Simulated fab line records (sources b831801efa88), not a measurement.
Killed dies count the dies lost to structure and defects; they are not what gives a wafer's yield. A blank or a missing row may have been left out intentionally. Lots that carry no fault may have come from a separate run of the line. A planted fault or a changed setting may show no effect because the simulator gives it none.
One fault through the eyes of 2 desks + flow gf180mcu + only its own numbers are on each desk; what lay behind them is given at the end

## DESK OF THE TOOL OWNER: pecvd-04
The tool's own readings at GF_PASSIVATION_CVD_02 (deposits Si3N4, target thk 700 nm, time 486.18 s): means of the sampled wafers that have a number, for each lot that ran on this tool. If a lot's mean is further than 4 standard deviations from the usual mean, the lot is out of limits and carries the mark OUT (the distance appears in the brackets).
Columns: A = heater_power_w at GF_PASSIVATION_CVD_02, usual 716 W
| lot  | first seen here | A   |
|------|-----------------|-----|
| L226 | day 29 18:30    | 725 |
| L228 | day 30 07:43    | 724 |
| L236 | day 32 14:42    | 708 |
| L238 | day 33 04:34    | 765 |
This desk's finding: nothing out of limits on any of the 4 lots.

## FROM THE METROLOGY DESK
What the gauges read, lot by lot, whatever tool the lot ran on: means of the sampled wafers that have a number. If a lot's mean is further than 4 standard deviations from the usual mean, the lot is out of limits and carries the mark OUT (the distance appears in the brackets).
Columns: A = M5_OVL at GF_M5_OVL_MEAS_08, usual -3 nm
| lot  | first seen here | A  |
|------|-----------------|----|
| L221 | day 26 02:02    | 4  |
| L224 | day 27 03:20    | -2 |
| L225 | day 27 15:22    | -1 |
| L226 | day 27 23:17    | -3 |
| L228 | day 28 14:05    | 0  |
| L229 | day 28 18:53    | -8 |
| L230 | day 29 05:35    | -9 |
| L236 | day 31 00:47    | -7 |
| L238 | day 31 15:05    | -4 |
| L239 | day 31 20:16    | -4 |
| L240 | day 31 21:23    | -2 |
| L241 | day 32 04:02    | -3 |
| L243 | day 32 17:49    | 2  |
This desk's finding: nothing out of limits on any of the 13 lots.

## PUT TOGETHER
The desk of the tool owner found nothing out of limits.
The metrology desk saw nothing out of limits.

## WHAT THE SIMULATOR HAD INSERTED
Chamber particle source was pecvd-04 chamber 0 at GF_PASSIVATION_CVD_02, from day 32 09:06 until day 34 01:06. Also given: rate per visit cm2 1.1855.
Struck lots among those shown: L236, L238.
